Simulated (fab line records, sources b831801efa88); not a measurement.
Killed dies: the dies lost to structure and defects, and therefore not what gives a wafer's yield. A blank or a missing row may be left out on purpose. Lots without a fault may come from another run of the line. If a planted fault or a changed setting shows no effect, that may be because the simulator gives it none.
Matching of chambers ; flow gf180mcu ; GF_V4_CMP_04 on cmp-01 has 4 sister chambers
The step polishes SiO2. 14 wafers are shown with their chamber, then 7 later ones without.

WAFERS, EACH WITH ITS CHAMBER
wafer;chamber;motor current A (A);time to endpoint s (s)
L562.1;2;11.0;83
L562.3;1;12.6;78
L562.6;1;13.6;86
L570.4;1;12.8;79
L570.5;3;14.2;77
L570.6;0;12.2;79
L571.1;2;11.1;82
L571.2;3;14.7;75
L571.6;0;13.1;89
L573.1;2;11.3;82
L573.4;1;12.8;78
L573.6;2;11.7;80
L577.1;0;13.0;79
L577.5;1;12.9;82

SIGNATURES (averages over the wafers above)
reading;chamber 0;chamber 1;chamber 2;chamber 3;scatter within a chamber
motor current A;12.767;12.940;11.275;14.450;0.386
time to endpoint s;82.33;80.60;81.75;76.00;3.47
Rule: for a wafer and a chamber, the distance is found by dividing, reading by reading, the gap between the wafer's reading and the chamber's mean by the reading's scatter, squaring, summing and taking the root. The wafer belongs to the nearest chamber; if the next one is less than 2 further off, it can't be placed. The scatter: the root of (the sum of the squares of (reading less its chamber's mean) over the shown wafers, divided by (wafers less chambers)).

WAFERS MISSING THEIR CHAMBER
wafer;motor current A (A);time to endpoint s (s)
L577.6;11.0;82
L578.1;14.3;81
L578.2;13.4;79
L578.5;10.5;85
L583.1;12.5;72
L583.2;11.1;78
L583.4;13.5;81

WHICH CHAMBER EACH ONE RAN IN
wafer;from the rows above;in truth
L577.6;2;2
L578.1;3;3
L578.2;can't be placed: 1 or 0 or 3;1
L578.5;2;2
L583.1;can't be placed: 1 or 0 or 2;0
L583.2;2;2
L583.4;can't be placed: 1 or 0 or 3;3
Correct placement for 4 of the 7. Cannot be placed on the basis of these rows: 3; the candidates contain the true chamber in 3. 0 placed wrongly.
